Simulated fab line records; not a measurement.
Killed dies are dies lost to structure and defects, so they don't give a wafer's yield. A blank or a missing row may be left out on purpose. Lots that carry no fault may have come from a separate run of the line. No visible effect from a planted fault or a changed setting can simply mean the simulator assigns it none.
Struck lot and sound lot, side by side    flow gf180mcu    15 steps out of a route of 602
Sound: these wafers, L205.1, L205.2, L205.3. Struck: wafers L217.2, L217.3, L217.4. At the end, the cause is stated.
For every step that has rows: the tool of each side, followed by ch and its chambers, followed by its first start. Under that, the readings that differ: sound wafers    struck wafers    difference of the means    sigmas: that difference in standard deviations of wafers without a fault.
alike: readings with means less than 2 such deviations apart, plus words and numbers identical on both sides. not compared: withheld readings, readings lacking a value on some wafer, bounds such as >300 that could conceal the same value, and numbers that have no deviation in the record and whose values overlap.
Wherever a step has rows on one side only, a row that says differs or no value, or a row with sigmas, the two part there. Numbers that don't overlap but have no deviation are shown without sigmas and don't part them. A reading missing from all wafers of one side parts the sides only when that side holds two or more wafers.

first, 5 steps without rows for these wafers: GF_V1_COAT_09 (resist thk 1000 nm); GF_V1_SOFTBAKE_10 (time 60 s); GF_V1_EXPOSE_11 (exposes mask Via1, target cd 260 nm); GF_V1_PEB_12 (peb time 90 s); GF_V1_DEVELOP_13 (develop time 60 s).
GF_V1_CD_MEAS_14 targets a cd of 260 nm.
  struck on cd_sem-01, day 23 10:49; sound on cd_sem-02, day 19 04:23
  alike: cd_nm
GF_V1_OVL_MEAS_15:
  struck on overlay-01, day 23 10:55; sound on overlay-02, day 19 04:30
  alike: V1_OVL
GF_V1_ETCH_16: etches BARC in N2/H2.
  sound on rie_diel-04 ch 0,1,2, day 19 04:32; struck on rie_diel-03 ch 0,1,2, day 23 10:57
  alike: drypump_motor_current_A, n2_flow_sccm, oes_product_au, throttle_valve_pct
GF_V1_ETCH_17: etches SiO2 in C4F8/O2/Ar, stops on TiN, target depth 630 nm.
  sound on rie_diel-04 ch 0,1,2; struck on rie_diel-03 ch 0,1,2
  alike: oes_product_au
GF_V1_STRIP_18: strips in O2/N2.
  sound on plasma_asher-01 ch 0,1, day 19 04:40; struck on plasma_asher-04 ch 0,1, day 23 11:05
  alike: drypump_motor_current_A, heater_power_w, n2_flow_sccm, oes_product_au
  not compared: rf_hours_counter_h
then, 2 steps without rows for these wafers: GF_V1_STRIP_19 (strips in post etch residue remover, time 1200 s); GF_V1_CLEAN_20 (cleans in DIW).
GF_V1_SPUTTER_21: material Ti, target thk 15 nm, time 80.02 s.
  struck on pvd_sputter-04, day 23 11:38; sound on pvd_sputter-01, day 19 05:14
reading                                sound              struck             difference  sigmas
model.Ti_of_V1_SPUTTER_21.thk_nm (nm)  15.02 14.73 14.99  23.85 23.38 23.62  +8.70       
  alike: throttle_valve_pct
GF_V1_SPUTTER_22: material TiN, target thk 10 nm, time 40 s.
  struck on pvd_sputter-04, day 23 11:42; sound on pvd_sputter-01, day 19 05:18
  alike: throttle_valve_pct
following that, these wafers have no rows for 1 step: GF_PASSIVATION_PROBE_99.

WHERE THEY PART
Nowhere in this record.

WHY: what had been put in by the simulator
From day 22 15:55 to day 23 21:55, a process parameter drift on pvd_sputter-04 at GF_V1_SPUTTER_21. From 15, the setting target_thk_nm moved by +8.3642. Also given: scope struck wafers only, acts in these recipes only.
